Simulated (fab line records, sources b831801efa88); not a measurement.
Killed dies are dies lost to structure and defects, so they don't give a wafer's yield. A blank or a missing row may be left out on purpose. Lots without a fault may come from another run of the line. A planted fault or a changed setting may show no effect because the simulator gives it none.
fab line records | flow sky130
record lots=5 wafers=15 last_day=50
route steps=708 shown SONOS_TUNNEL@160 SONOS_ONO@168 GATE_OXIDE@187 PAD_OPEN@708
lots that met no fault: from a run of the same line without faults
start_h: hours from the record's first day to the start of the lot's first wafer shown | wait_h: hours since the lot's step before | " the same as in the row above | L1.1+2: a row that stands for several wafers | - no value, or no start given | * or withheld: withheld | < > ~ a bound
route shown NAME@n: a module of which the file shows steps, and the number in the route of the first | usual: mean/standard deviation of fault-free wafers | same: alike in all rows | chamber/n: place in a boat | sites: the reading at each site | _std_site: their standard deviation | _edge_site: outer sites' mean less inner sites' | radius_mm: how far each site lies from the wafer's centre | mask NAME#n: copy n | behind: the tool/chamber that last shaped the wafer | hold: why the lot was held/for how many hours/how that ended | device: the transistor (n, p or np) that didn't switch | end of line: the same wafers' tests at the end of the route | a step without rows: its recipe alone | killed: dies lost to structure and defects at the first sort, not the wafer's yield | map: a wafer's dies, x killed, . not, _ none there
set.NAME: the setting as run; set.NAME@STEP: as run at that earlier step | model.NAME: the simulator's own value behind a step, which no gauge read
lots at some steps of the route; a table a step, a row a wafer
services: from which hour (start_h, from the record's first day; less than 0 if before it) a tool's chamber was out of use, for how many hours, and why
## steps
# step SKY_SONOS_TUNNEL_DEVELOP_06
# recipe resist=NOVOLAK developer=TMAH develop_time_s=60 dev_temp_c=23
# step SKY_SONOS_TUNNEL_IMPLANT_09
# recipe species=B energy_kev=20 dose_cm2=1e+12 tilt_deg=withheld
# step SKY_SONOS_TUNNEL_WET_ETCH_10
# recipe chemistry=dHF target_depth_nm=14 target=SiO2 dilution=100:1 temp_c=25 time_s=280
# step SKY_SONOS_TUNNEL_STRIP_11
# recipe chemistry=SPM time_s=600 temp_c=130
# step SKY_SONOS_TUNNEL_CLEAN_13
# recipe chemistry=dHF time_s=20 dilution=100:1 dry=ipa_marangoni
# step SKY_SONOS_ONO_OXIDATION_00
# recipe temp_c=800 ambient=O2 idle_temp_c=700 ramp_up_c_per_min=10 ramp_down_c_per_min=3 stabilise_s=600 purge_s=300 target_thk_a=26 ox_time_s=1249
# step SKY_SONOS_ONO_CVD_02
# recipe material=Si3N4 precursor=DCS/NH3 target_thk_nm=10.5 temp_c=770 time_s=180 pressure_mtorr=250
# step SKY_SONOS_ONO_CVD_04
# recipe material=SiO2 precursor=SiH4/N2O target_thk_nm=5.7199 temp_c=900 pressure_mtorr=400
# usual spike_tc_bottom_C=922.8/2.8 spike_tc_centre_C=901.8/0.96 spike_tc_lower_C=901.0/1.6 spike_tc_top_C=908.1/1.7 spike_tc_upper_C=899.8/1.3 susceptor_temp_C=900.0/0.41 zone_power_bottom_pct=27.6/0.4 zone_power_centre_pct=18.98/0.26 zone_power_upper_pct=15.18/0.21
# same time_s=900
# columns lot.wafer tool chamber start_h wait_h spike_tc_bottom_C spike_tc_centre_C spike_tc_lower_C spike_tc_top_C spike_tc_upper_C susceptor_temp_C zone_power_bottom_pct zone_power_centre_pct zone_power_upper_pct model.SiO2_of_SONOS_ONO_CVD_04.thk_nm
L803.3 lpcvd-03 1 297.86 0.0 925.5 901.5 902.9 907.9 897.9 899.4 27.4 19.43 15.05 5.52
L803.4 " 1 " " 924.5 901.1 901.7 908.0 899.0 899.7 27.9 19.34 15.35 5.487
L803.6 " 1 " " 925.8 901.6 903.8 909.8 899.5 899.8 27.4 19.09 14.89 5.491
L808.1 lpcvd-03 1 338.30 0.1 948.4 924.8 927.0 933.2 922.5 923.9 29.1 20.52 16.28 8.335
L808.5 " 1 " " 950.0 925.8 926.3 932.5 925.1 924.1 28.9 20.55 15.99 8.33
L808.6 " 1 " " 950.2 926.2 927.5 935.6 923.0 923.7 29.0 20.22 16.21 8.294
L809.2 lpcvd-03 1 351.53 0.8 949.7 926.5 925.8 934.5 923.0 924.7 29.0 20.48 16.21 8.37
L809.3 " 1 " " 947.9 924.0 926.5 931.1 923.9 924.9 29.0 20.70 16.29 8.274
L809.5 " 1 " " 949.3 926.8 926.4 935.2 923.6 924.5 29.2 20.57 16.29 8.442
L810.1 lpcvd-03 0 351.53 0.8 943.9 927.6 923.5 929.4 925.5 924.1 29.8 19.94 16.33 8.342
L810.4 " 0 " " 944.1 926.6 925.2 930.5 923.9 924.8 30.5 20.07 16.31 8.3
L810.5 " 0 " " 944.9 925.8 924.1 928.2 925.7 923.7 29.3 19.82 16.44 8.243
L821.2 lpcvd-03 1 447.38 0.0 925.3 900.8 904.4 909.8 900.2 899.9 27.5 19.26 14.91 5.846
L821.3 " 1 " " 926.5 900.1 902.2 908.9 896.6 899.5 27.4 19.10 14.88 5.857
L821.4 " 1 " " 926.1 902.7 904.3 907.4 900.4 899.9 27.4 18.83 15.25 5.838
# step SKY_SONOS_ONO_THK_MEAS_05
# recipe reads=SiO2_of_SONOS_ONO_CVD_04
# usual SONOS_ONO_CVD_04_THK=5.70/0.11
# columns lot.wafer tool chamber start_h wait_h SONOS_ONO_CVD_04_THK[nm]
L803.3 film_metro-03 - 299.13 0.0 5.53
L803.4 " - " " 5.46
L803.6 " - " " 5.51
L808.1 film_metro-01 - 339.55 0.0 8.41
L808.5 " - " " 8.31
L808.6 " - " " 8.31
L810.1 film_metro-01 - 352.78 0.0 8.34
L810.4 " - " " 8.29
L810.5 " - " " 8.23
L809.2 film_metro-04 - 352.79 0.0 8.34
L809.3 " - " " 8.26
L809.5 " - " " 8.48
L821.2 film_metro-04 - 448.64 0.0 5.84
L821.3 " - " " 5.89
L821.4 " - " " 5.85
# step SKY_SONOS_ONO_DEHYDRATE_06
# recipe temp_c=200 time_s=60
# step SKY_SONOS_ONO_HMDS_07
# recipe prime_time_s=60 prime_temp_c=120
# step SKY_SONOS_ONO_COAT_08
# recipe resist=NOVOLAK spin_rpm=3000 resist_thk_nm=1140
# step SKY_SONOS_ONO_SOFTBAKE_09
# recipe temp_c=90 time_s=60 resist=NOVOLAK
# step SKY_SONOS_ONO_EXPOSE_10
# recipe mask_id=ONOM target_cd_nm=410 na=0.6 source_shape=conventional sigma_outer=0.6 dose_mj=150
# step SKY_SONOS_ONO_PEB_11
# recipe temp_c=withheld time_s=* resist=NOVOLAK
# step SKY_SONOS_ONO_DEVELOP_12
# recipe develop_time_s=60 dev_temp_c=23
# step SKY_SONOS_ONO_ETCH_15
# recipe target_depth_nm=19.52 chemistry=CHF3/O2 source_w=600 bias_w=200 pressure_mtorr=40 chf3_flow_sccm=50 O2_flow_sccm=5 time_s=7.8
# step SKY_SONOS_ONO_WET_ETCH_16
# recipe chemistry=dHF target_depth_nm=14 dry=n2_spin target=SiO2 dilution=100:1 temp_c=25 time_s=280
# step SKY_SONOS_ONO_STRIP_17
# recipe chemistry=O2/N2 power_w=1400 pressure_mtorr=1500 platen_temp_c=withheld o2_flow_sccm=3000 n2_flow_sccm=300 overash_fraction=0.5
# step SKY_SONOS_ONO_WET_ETCH_18
# recipe chemistry=H3PO4 target_depth_nm=15 target=Si3N4 temp_c=160 time_s=172
# step SKY_GATE_OXIDE_CLEAN_00
# recipe chemistry=SC1/SC2 mix=1:4:20 temp_c=70 time_s=150 dry=n2_spin
# step SKY_GATE_OXIDE_OXIDATION_01
# recipe temp_c=900 ambient=O2 stabilise_s=600 purge_s=300 target_thk_a=102.68 ox_time_s=1473
# step SKY_GATE_OXIDE_DEHYDRATE_03
# recipe temp_c=200 time_s=60
# step SKY_GATE_OXIDE_HMDS_04
# recipe prime_time_s=60 prime_temp_c=120
# step SKY_GATE_OXIDE_COAT_05
# recipe resist=NOVOLAK spin_rpm=3000 resist_thk_nm=1140
# step SKY_GATE_OXIDE_SOFTBAKE_06
# recipe temp_c=90 time_s=60 resist=NOVOLAK
# step SKY_GATE_OXIDE_EXPOSE_07
# recipe mask_id=LVOM na=0.6 source_shape=conventional sigma_outer=0.6 polarization=unpolarized target_cd_nm=600 dose_mj=170
# step SKY_GATE_OXIDE_PEB_08
# recipe temp_c=withheld time_s=* resist=NOVOLAK
# step SKY_GATE_OXIDE_DEVELOP_09
# recipe resist=NOVOLAK developer=TMAH develop_time_s=60 dev_temp_c=23
# step SKY_GATE_OXIDE_IMPLANT_11
# recipe species=B energy_kev=10 dose_cm2=2.6e+12 tilt_deg=withheld
# step SKY_GATE_OXIDE_WET_ETCH_12
# recipe chemistry=dHF target_depth_nm=16.8 dry=n2_spin target=SiO2 dilution=100:1 temp_c=25 time_s=336
# step SKY_GATE_OXIDE_STRIP_13
# recipe chemistry=O2/N2 power_w=1400 pressure_mtorr=1500 platen_temp_c=withheld o2_flow_sccm=3000 n2_flow_sccm=300 overash_fraction=0.5
# step SKY_GATE_OXIDE_CLEAN_15
# recipe chemistry=SC1/SC2 mix=1:4:20 temp_c=70 time_s=150 dry=n2_spin
# same time_s=150
# columns lot.wafer tool chamber start_h wait_h model.SiO2_of_SONOS_ONO_CVD_04.thk_nm
L803.3 wet_bench-02 2 358.00 0.0 3.996
L803.4 " 2 " " 3.956
L803.6 " 2 " " 3.965
L808.1 wet_bench-02 0 398.20 0.1 6.826
L808.5 " 0 " " 6.817
L808.6 " 0 " " 6.776
L810.1 wet_bench-04 3 412.25 0.1 6.814
L810.4 " 3 " " 6.769
L810.5 " 3 " " 6.718
L809.2 wet_bench-02 1 412.26 0.0 6.867
L809.3 " 1 " " 6.773
L809.5 " 1 " " 6.941
L821.2 wet_bench-02 1 512.26 0.0 4.332
L821.3 " 1 " " 4.339
L821.4 " 1 " " 4.323
# step SKY_PAD_OPEN_PROBE_99
# usual killed_at_M0_to_M3=42/6.4 killed_at_M4_up=3.2/1.9 killed_at_contacts=24/4.8 killed_at_front_end=16/4.4 killed_at_other=0.3/0.55 killed_dies=86/8.6 killed_open=46/6.6 killed_short=39/5.7
# same gross_dies=492 killed_at_back_side=0
# columns lot.wafer tool chamber start_h wait_h killed_at_M0_to_M3 killed_at_M4_up killed_at_contacts killed_at_front_end killed_at_other killed_dies killed_open killed_short
L803.3 prober-01 - 1112.78 0.2 46 7 27 16 2 98 52 45
L803.4 prober-01 - 1112.83 0.2 39 6 23 18 0 86 46 37
L803.6 prober-01 - 1112.93 0.2 45 0 17 10 0 72 29 41
# killed by level:class
L803.3 VIA1:geometric_particle:open=10 LI_CONTACT:geometric_particle:open=9 VIA2:geometric_particle:open=8 CONTACT:geometric_particle:open=6 FIELD_ISO:geometric_particle:open=5 VIA1:geometric_particle:short=5 METAL2:geometric_particle:short=5 FIELD_ISO:geometric_particle:short=4
L803.4 CONTACT:geometric_particle:open=8 VIA2:geometric_particle:open=7 LI_CONTACT:geometric_particle:open=6 VIA1:geometric_particle:open=6 METAL2:geometric_particle:short=6 POLY_GATE:geometric_particle:open=5 METAL4:geometric_particle:short=4 VIA1:geometric_particle:short=4
L803.6 METAL2:geometric_particle:short=11 METAL1:geometric_particle:short=8 LI_CONTACT:geometric_particle:short=5 VIA1:geometric_particle:open=5 LI_CONTACT:geometric_particle:open=4 CONTACT:geometric_particle:open=4 VIA2:geometric_particle:open=4 VIA3:geometric_particle:open=4
## services
# columns tool chamber start_h hours kind
lpcvd-03 - 345.42 6.1 pm
wet_bench-04 - 361.88 0.7 repair
## key
first_sign step=SKY_SONOS_ONO_CVD_04 reading=susceptor_temp_C direction=up sigmas=59 usual=* struck=*
effect step=SKY_SONOS_ONO_CVD_04 reading=spike_tc_centre_C direction=up sigmas=25 usual=901.8 struck=926.0
effect step=SKY_SONOS_ONO_THK_MEAS_05 reading=SONOS_ONO_CVD_04_THK direction=up sigmas=24 usual=5.70 struck=8.33
model_effect step=SKY_SONOS_ONO_CVD_04 value=SiO2_of_SONOS_ONO_CVD_04.thk_nm without=5.643 struck=8.326
model_effect step=SKY_GATE_OXIDE_CLEAN_15 value=SiO2_of_SONOS_ONO_CVD_04.thk_nm without=4.129 struck=6.811
met_at SKY_SONOS_ONO_CVD_04
struck_wafers L808.1,L808.5,L808.6,L809.2,L809.3,L809.5,L810.1,L810.4,L810.5
tester_left_out L808,L809,L810
onset_between 297.86 338.30
fault kind=process_parameter_drift tool=lpcvd-03 chamber=- onset_h=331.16 steps=SKY_SONOS_ONO_CVD_04 channel=temp_c offset=* shape=step end_h=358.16 stated=*
# tester_left_out: of these lots the tester's yield and bins aren't shown, on N5 and GAA mostly nor the transistor test; their killed dies are dies lost to structure and defects alone, not to doping, threshold or leakage, so they don't give the yield
